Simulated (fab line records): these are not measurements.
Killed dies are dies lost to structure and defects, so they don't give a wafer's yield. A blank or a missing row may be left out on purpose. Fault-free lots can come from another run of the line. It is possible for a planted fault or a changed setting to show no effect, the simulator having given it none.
Matching of chambers / flow gf180mcu / GF_V5_ETCH_16 on rie_diel-01 has 4 sister chambers
The step etches BARC in N2/H2. 14 wafers are shown with their chamber, then 7 later ones without.

WAFERS, EACH WITH ITS CHAMBER
wafer=L075.2; chamber=3; drypump_motor_current_A (A)=5.7; rf_fwd_power_W (W)=494.0; throttle_valve_pct (%)=13.235
wafer=L075.4; chamber=1; drypump_motor_current_A (A)=5.8; rf_fwd_power_W (W)=494.4; throttle_valve_pct (%)=13.218
wafer=L075.5; chamber=1; drypump_motor_current_A (A)=5.8; rf_fwd_power_W (W)=493.5; throttle_valve_pct (%)=13.219
wafer=L077.1; chamber=3; drypump_motor_current_A (A)=5.7; rf_fwd_power_W (W)=494.8; throttle_valve_pct (%)=13.223
wafer=L077.3; chamber=2; drypump_motor_current_A (A)=6.0; rf_fwd_power_W (W)=500.2; throttle_valve_pct (%)=13.218
wafer=L077.5; chamber=3; drypump_motor_current_A (A)=5.7; rf_fwd_power_W (W)=497.6; throttle_valve_pct (%)=13.224
wafer=L080.2; chamber=3; drypump_motor_current_A (A)=5.7; rf_fwd_power_W (W)=496.3; throttle_valve_pct (%)=13.220
wafer=L080.4; chamber=0; drypump_motor_current_A (A)=5.7; rf_fwd_power_W (W)=496.6; throttle_valve_pct (%)=13.203
wafer=L080.5; chamber=2; drypump_motor_current_A (A)=6.0; rf_fwd_power_W (W)=496.8; throttle_valve_pct (%)=13.222
wafer=L082.2; chamber=3; drypump_motor_current_A (A)=5.8; rf_fwd_power_W (W)=499.8; throttle_valve_pct (%)=13.235
wafer=L082.5; chamber=1; drypump_motor_current_A (A)=5.9; rf_fwd_power_W (W)=492.9; throttle_valve_pct (%)=13.229
wafer=L082.6; chamber=2; drypump_motor_current_A (A)=6.1; rf_fwd_power_W (W)=497.6; throttle_valve_pct (%)=13.230
wafer=L093.1; chamber=0; drypump_motor_current_A (A)=5.7; rf_fwd_power_W (W)=496.4; throttle_valve_pct (%)=13.223
wafer=L093.3; chamber=1; drypump_motor_current_A (A)=5.8; rf_fwd_power_W (W)=492.3; throttle_valve_pct (%)=13.228

SIGNATURES (averages over the wafers above)
reading=drypump_motor_current_A; chamber 0=5.700; chamber 1=5.825; chamber 2=6.033; chamber 3=5.720; scatter within a chamber=0.0471
reading=rf_fwd_power_W; chamber 0=496.500; chamber 1=493.275; chamber 2=498.200; chamber 3=496.500; scatter within a chamber=1.73
reading=throttle_valve_pct; chamber 0=13.21300; chamber 1=13.22350; chamber 2=13.22333; chamber 3=13.22740; scatter within a chamber=0.0076
Rule: for each reading, subtract the chamber's mean from the wafer's reading, divide by that reading's scatter and square the result; add these up over the readings and take the root, which gives the wafer's distance from the chamber. If the next closest chamber is less than 2 further off than the closest, the wafer can't be placed; otherwise it belongs to the closest. The scatter is the square root of a quotient: the sum, over the shown wafers, of each reading's squared deviation from its chamber's mean, divided by wafers minus chambers.

WAFERS WITHOUT THEIR CHAMBER
wafer=L093.6; drypump_motor_current_A (A)=6.0; rf_fwd_power_W (W)=494.4; throttle_valve_pct (%)=13.228
wafer=L094.2; drypump_motor_current_A (A)=5.8; rf_fwd_power_W (W)=495.9; throttle_valve_pct (%)=13.215
wafer=L094.4; drypump_motor_current_A (A)=6.1; rf_fwd_power_W (W)=496.3; throttle_valve_pct (%)=13.220
wafer=L094.5; drypump_motor_current_A (A)=6.1; rf_fwd_power_W (W)=496.9; throttle_valve_pct (%)=13.231
wafer=L096.2; drypump_motor_current_A (A)=5.7; rf_fwd_power_W (W)=498.0; throttle_valve_pct (%)=13.225
wafer=L096.3; drypump_motor_current_A (A)=5.8; rf_fwd_power_W (W)=493.4; throttle_valve_pct (%)=13.203
wafer=L096.4; drypump_motor_current_A (A)=5.7; rf_fwd_power_W (W)=497.5; throttle_valve_pct (%)=13.231

EACH ONE'S CHAMBER
wafer=L093.6; from the rows above=can't be placed: 2 or 1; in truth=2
wafer=L094.2; from the rows above=can't be placed: 1 or 0 or 3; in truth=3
wafer=L094.4; from the rows above=2; in truth=2
wafer=L094.5; from the rows above=2; in truth=2
wafer=L096.2; from the rows above=can't be placed: 3 or 0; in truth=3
wafer=L096.3; from the rows above=can't be placed: 1 or 0 or 3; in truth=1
wafer=L096.4; from the rows above=can't be placed: 3 or 0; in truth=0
Placed correctly: 2 of 7. These rows do not allow placing 5 (true chamber among the candidates in 5). 0 placed wrongly.
